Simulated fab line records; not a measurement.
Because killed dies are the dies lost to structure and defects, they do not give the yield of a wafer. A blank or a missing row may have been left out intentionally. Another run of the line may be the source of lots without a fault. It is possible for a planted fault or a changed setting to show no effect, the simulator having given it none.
Which of the tools did it? :: flow gf180mcu :: 34 wafers from 12 lots sampled at 6 of the route's 602 steps

## WHAT THE GAUGES READ, wafer by wafer
GF_CONTACT_RS_MEAS_25: measurement is done with a four-point probe.
lot: L466
measured: day 16 08:13
on: filmMetro-01
CONTACT_W_RS (ohm/sq): 0.386 0.385 0.385

lot: L469
measured: day 17 07:16
on: filmMetro-01
CONTACT_W_RS (ohm/sq): 0.385 0.389 0.385

lot: L470
measured: day 17 20:13
on: filmMetro-02
CONTACT_W_RS (ohm/sq): 0.381 0.383 0.381

lot: L471
measured: day 18 06:42
on: filmMetro-02
CONTACT_W_RS (ohm/sq): 0.383 0.385 0.383

lot: L472
measured: day 18 12:45
on: filmMetro-01
CONTACT_W_RS (ohm/sq): 0.387 0.386 0.385

lot: L476
measured: day 20 11:28
on: filmMetro-02
CONTACT_W_RS (ohm/sq): 0.248 0.382 0.248

lot: L477
measured: day 21 02:04
on: filmMetro-01
CONTACT_W_RS (ohm/sq): 0.247 0.246

lot: L478
measured: day 21 07:50
on: filmMetro-01
CONTACT_W_RS (ohm/sq): 0.381 0.246

lot: L485
measured: day 23 05:07
on: filmMetro-01
CONTACT_W_RS (ohm/sq): 0.392 0.392 0.389

lot: L486
measured: day 23 12:29
on: filmMetro-02
CONTACT_W_RS (ohm/sq): 0.378 0.383 0.382

lot: L487
measured: day 23 18:39
on: filmMetro-01
CONTACT_W_RS (ohm/sq): 0.382 0.384 0.380

lot: L488
measured: day 23 23:59
on: filmMetro-02
CONTACT_W_RS (ohm/sq): 0.385 0.382 0.385

GF_CONTACT_THK_MEAS_26: measures by xrf.
lot: L466
measured: day 16 08:20
on: filmMetro-01
CONTACT_W_THK (nm): 301 304 303

lot: L469
measured: day 17 07:23
on: filmMetro-01
CONTACT_W_THK (nm): 303 302 305

lot: L470
measured: day 17 20:19
on: filmMetro-02
CONTACT_W_THK (nm): 309 308 310

lot: L471
measured: day 18 06:49
on: filmMetro-02
CONTACT_W_THK (nm): 304 305 306

lot: L472
measured: day 18 12:52
on: filmMetro-01
CONTACT_W_THK (nm): 300 300 302

lot: L476
measured: day 20 11:35
on: filmMetro-02
CONTACT_W_THK (nm): 476 304 472

lot: L477
measured: day 21 02:11
on: filmMetro-01
CONTACT_W_THK (nm): 474 473

lot: L478
measured: day 21 07:56
on: filmMetro-01
CONTACT_W_THK (nm): 307 480

lot: L485
measured: day 23 05:14
on: filmMetro-01
CONTACT_W_THK (nm): 297 298 301

lot: L486
measured: day 23 12:37
on: filmMetro-02
CONTACT_W_THK (nm): 307 304 305

lot: L487
measured: day 23 18:45
on: filmMetro-01
CONTACT_W_THK (nm): 305 301 307

lot: L488
measured: day 24 00:06
on: filmMetro-02
CONTACT_W_THK (nm): 304 306 303

## EACH LOT AND THE TOOL THAT RAN IT (in order: tool; ch and the chambers of the sampled wafers; start)
lot: L466
GF_HV_LDD_RTA_52: rtpAnneal-02 ch 0, day 12 12:56
GF_SAB_ETCH_11: rieDiel-02 ch 0,2,3, day 15 07:21
GF_CONTACT_SPUTTER_23: pvdSputter-01, day 16 08:05
GF_CONTACT_CVD_24: cvdW-01 ch 0,1, day 16 08:07

lot: L469
GF_HV_LDD_RTA_52: rtpAnneal-01 ch 0, day 13 08:13
GF_SAB_ETCH_11: rieDiel-03 ch 0,1,2, day 16 05:52
GF_CONTACT_SPUTTER_23: pvdSputter-03, day 17 07:07
GF_CONTACT_CVD_24: cvdW-01 ch 0,1, day 17 07:10

lot: L470
GF_HV_LDD_RTA_52: rtpAnneal-01 ch 0, day 13 20:50
GF_SAB_ETCH_11: rieDiel-01 ch 0,2,3, day 16 19:01
GF_CONTACT_SPUTTER_23: pvdSputter-01, day 17 20:03
GF_CONTACT_CVD_24: cvdW-02 ch 0,1, day 17 20:05

lot: L471
GF_HV_LDD_RTA_52: rtpAnneal-02 ch 0, day 14 06:19
GF_SAB_ETCH_11: rieDiel-03 ch 1,2,3, day 17 04:49
GF_CONTACT_SPUTTER_23: pvdSputter-01, day 18 06:29
GF_CONTACT_CVD_24: cvdW-01 ch 0,1, day 18 06:36

lot: L472
GF_HV_LDD_RTA_52: rtpAnneal-01 ch 0, day 14 13:58
GF_SAB_ETCH_11: rieDiel-03 ch 0,1, day 17 11:42
GF_CONTACT_SPUTTER_23: pvdSputter-03, day 18 12:36
GF_CONTACT_CVD_24: cvdW-02 ch 0,1, day 18 12:38

lot: L476
GF_HV_LDD_RTA_52: rtpAnneal-01 ch 0, day 16 08:04
GF_SAB_ETCH_11: rieDiel-02 ch 0,3, day 19 09:42
GF_CONTACT_SPUTTER_23: pvdSputter-04, day 20 11:20
GF_CONTACT_CVD_24: cvdW-01 ch 0,1, day 20 11:22

lot: L477
GF_HV_LDD_RTA_52: rtpAnneal-02 ch 0, day 17 00:14
GF_SAB_ETCH_11: rieDiel-01 ch 2,3, day 20 00:18
GF_CONTACT_SPUTTER_23: pvdSputter-03, day 21 01:56
GF_CONTACT_CVD_24: cvdW-01 ch 0, day 21 01:58

lot: L478
GF_HV_LDD_RTA_52: rtpAnneal-01 ch 0, day 17 04:36
GF_SAB_ETCH_11: rieDiel-01 ch 0,1, day 20 05:27
GF_CONTACT_SPUTTER_23: pvdSputter-04, day 21 07:38
GF_CONTACT_CVD_24: cvdW-01 ch 0, day 21 07:43

lot: L485
GF_HV_LDD_RTA_52: rtpAnneal-02 ch 0, day 19 01:52
GF_SAB_ETCH_11: rieDiel-02 ch 0,2,3, day 22 03:28
GF_CONTACT_SPUTTER_23: pvdSputter-01, day 23 04:59
GF_CONTACT_CVD_24: cvdW-02 ch 0,1, day 23 05:01

lot: L486
GF_HV_LDD_RTA_52: rtpAnneal-02 ch 0, day 19 11:04
GF_SAB_ETCH_11: rieDiel-02 ch 0,1,3, day 22 11:19
GF_CONTACT_SPUTTER_23: pvdSputter-04, day 23 12:21
GF_CONTACT_CVD_24: cvdW-02 ch 0,1, day 23 12:23

lot: L487
GF_HV_LDD_RTA_52: rtpAnneal-02 ch 0, day 19 17:03
GF_SAB_ETCH_11: rieDiel-01 ch 0,1, day 22 18:16
GF_CONTACT_SPUTTER_23: pvdSputter-03, day 23 18:28
GF_CONTACT_CVD_24: cvdW-02 ch 0,1, day 23 18:32

lot: L488
GF_HV_LDD_RTA_52: rtpAnneal-01 ch 0, day 19 22:53
GF_SAB_ETCH_11: rieDiel-01 ch 0,2, day 22 23:24
GF_CONTACT_SPUTTER_23: pvdSputter-03, day 23 23:50
GF_CONTACT_CVD_24: cvdW-02 ch 0,1, day 23 23:52
- GF_HV_LDD_RTA_52: time 10 s.
- GF_SAB_ETCH_11: etches SiO2 in C4F8/O2/Ar, target depth 55 nm, time 8.5 s.
- GF_CONTACT_SPUTTER_23: material TiN, target thk 10 nm, time 40 s.
- GF_CONTACT_CVD_24: deposits W, target thk 300 nm, time 90.339 s.

## AS READ BY THE TOOLS THEMSELVES (means over the sampled wafers that have a number; for cases with no such wafer, the mark the record gives instead)
GF_HV_LDD_RTA_52.
lot: L466
tool: rtpAnneal-02
lampPowerPct (%): 29.30
wafer_temp_C_max: 1006.7

lot: L469
tool: rtpAnneal-01
lampPowerPct (%): 28.98
wafer_temp_C_max: 1003.5

lot: L470
tool: rtpAnneal-01
lampPowerPct (%): 28.98
wafer_temp_C_max: 1003.2

lot: L471
tool: rtpAnneal-02
lampPowerPct (%): 29.27
wafer_temp_C_max: 1007.2

lot: L472
tool: rtpAnneal-01
lampPowerPct (%): 28.99
wafer_temp_C_max: 1003.7

lot: L476
tool: rtpAnneal-01
lampPowerPct (%): 29.00
wafer_temp_C_max: 1003.7

lot: L477
tool: rtpAnneal-02
lampPowerPct (%): 29.29
wafer_temp_C_max: 1008.8

lot: L478
tool: rtpAnneal-01
lampPowerPct (%): 28.99
wafer_temp_C_max: 1003.5

lot: L485
tool: rtpAnneal-02
lampPowerPct (%): 29.28
wafer_temp_C_max: 1006.5

lot: L486
tool: rtpAnneal-02
lampPowerPct (%): 29.25
wafer_temp_C_max: 1007.0

lot: L487
tool: rtpAnneal-02
lampPowerPct (%): 29.31
wafer_temp_C_max: 1009.6

lot: L488
tool: rtpAnneal-01
lampPowerPct (%): 28.95
wafer_temp_C_max: 1003.8

GF_SAB_ETCH_11.
lot: L466
tool: rieDiel-02
chamberPressureMTorr (mTorr): 39.99
oesProductAu (a.u.): 1.009

lot: L469
tool: rieDiel-03
chamberPressureMTorr (mTorr): 39.98
oesProductAu (a.u.): 0.996

lot: L470
tool: rieDiel-01
chamberPressureMTorr (mTorr): 40.03
oesProductAu (a.u.): 1.002

lot: L471
tool: rieDiel-03
chamberPressureMTorr (mTorr): 39.99
oesProductAu (a.u.): 1.000

lot: L472
tool: rieDiel-03
chamberPressureMTorr (mTorr): 39.99
oesProductAu (a.u.): 1.003

lot: L476
tool: rieDiel-02
chamberPressureMTorr (mTorr): 40.00
oesProductAu (a.u.): 1.005

lot: L477
tool: rieDiel-01
chamberPressureMTorr (mTorr): 39.96
oesProductAu (a.u.): 0.996

lot: L478
tool: rieDiel-01
chamberPressureMTorr (mTorr): 40.00
oesProductAu (a.u.): 1.007

lot: L485
tool: rieDiel-02
chamberPressureMTorr (mTorr): 40.01
oesProductAu (a.u.): 0.998

lot: L486
tool: rieDiel-02
chamberPressureMTorr (mTorr): 40.01
oesProductAu (a.u.): 1.000

lot: L487
tool: rieDiel-01
chamberPressureMTorr (mTorr): 40.00
oesProductAu (a.u.): 0.998

lot: L488
tool: rieDiel-01
chamberPressureMTorr (mTorr): 40.01
oesProductAu (a.u.): 1.002

GF_CONTACT_SPUTTER_23.
lot: L466
tool: pvdSputter-01
throttleValvePct (%): 29.8

lot: L469
tool: pvdSputter-03
throttleValvePct (%): 29.6

lot: L470
tool: pvdSputter-01
throttleValvePct (%): 29.5

lot: L471
tool: pvdSputter-01
throttleValvePct (%): 29.4

lot: L472
tool: pvdSputter-03
throttleValvePct (%): 29.2

lot: L476
tool: pvdSputter-04
throttleValvePct (%): 30.9

lot: L477
tool: pvdSputter-03
throttleValvePct (%): 28.6

lot: L478
tool: pvdSputter-04
throttleValvePct (%): 31.8

lot: L485
tool: pvdSputter-01
throttleValvePct (%): 29.5

lot: L486
tool: pvdSputter-04
throttleValvePct (%): 31.6

lot: L487
tool: pvdSputter-03
throttleValvePct (%): 29.1

lot: L488
tool: pvdSputter-03
throttleValvePct (%): 29.1

GF_CONTACT_CVD_24.
lot: L466
tool: cvdW-01
heaterPowerW (W): 978

lot: L469
tool: cvdW-01
heaterPowerW (W): 934

lot: L470
tool: cvdW-02
heaterPowerW (W): 686

lot: L471
tool: cvdW-01
heaterPowerW (W): 920

lot: L472
tool: cvdW-02
heaterPowerW (W): 678

lot: L476
tool: cvdW-01
heaterPowerW (W): 993

lot: L477
tool: cvdW-01
heaterPowerW (W): 848

lot: L478
tool: cvdW-01
heaterPowerW (W): 851

lot: L485
tool: cvdW-02
heaterPowerW (W): 687

lot: L486
tool: cvdW-02
heaterPowerW (W): 667

lot: L487
tool: cvdW-02
heaterPowerW (W): 672

lot: L488
tool: cvdW-02
heaterPowerW (W): 686

## THE ANSWER, worked out from the rows above alone
Rule: the lots themselves supply what counts as usual. Put in order of their means at a reading, lots are off if they are a third of the lots or fewer, leave a main group of 4 or more, and stand apart from it by a gap of 3 or more times the standard deviation of the main group's means; of several such gaps the widest counts. The tables above print the reading to a certain number of digits; a main group whose means all agree to those digits is not used. A lot without any number at a reading at which 4 lots or more have one is off too. Where the step has rows for the other lots, those lots are counted as sound. After the gauges, taken in route order, come the tools' own readings; for these a lot's mean is taken, as printed above. The first step at which some lot is off is used, and at that step the reading that is off furthest; a lot without a number counts as furthest.
Off: at GF_CONTACT_RS_MEAS_25 (CONTACT_W_RS), L476, L477, L478. Mean 0.385 ohm/sq and standard deviation 0.0029 in the main group.
If a tool, at a process step before that reading, ran all the lots that are off and no sound lot after the first of them, it fits. The gauges at GF_CONTACT_RS_MEAS_25 are tried like those tools. One fits: cvdW-01 at GF_CONTACT_CVD_24. Its last sound lot is L471 (day 18 06:36), its first lot that is off L476 (day 20 11:22): a fault that began between those two fits.

## WHAT WAS PUT IN BY THE SIMULATOR
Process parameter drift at GF_CONTACT_CVD_24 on cvdW-01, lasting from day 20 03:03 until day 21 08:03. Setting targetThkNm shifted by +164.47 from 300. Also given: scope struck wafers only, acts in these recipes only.
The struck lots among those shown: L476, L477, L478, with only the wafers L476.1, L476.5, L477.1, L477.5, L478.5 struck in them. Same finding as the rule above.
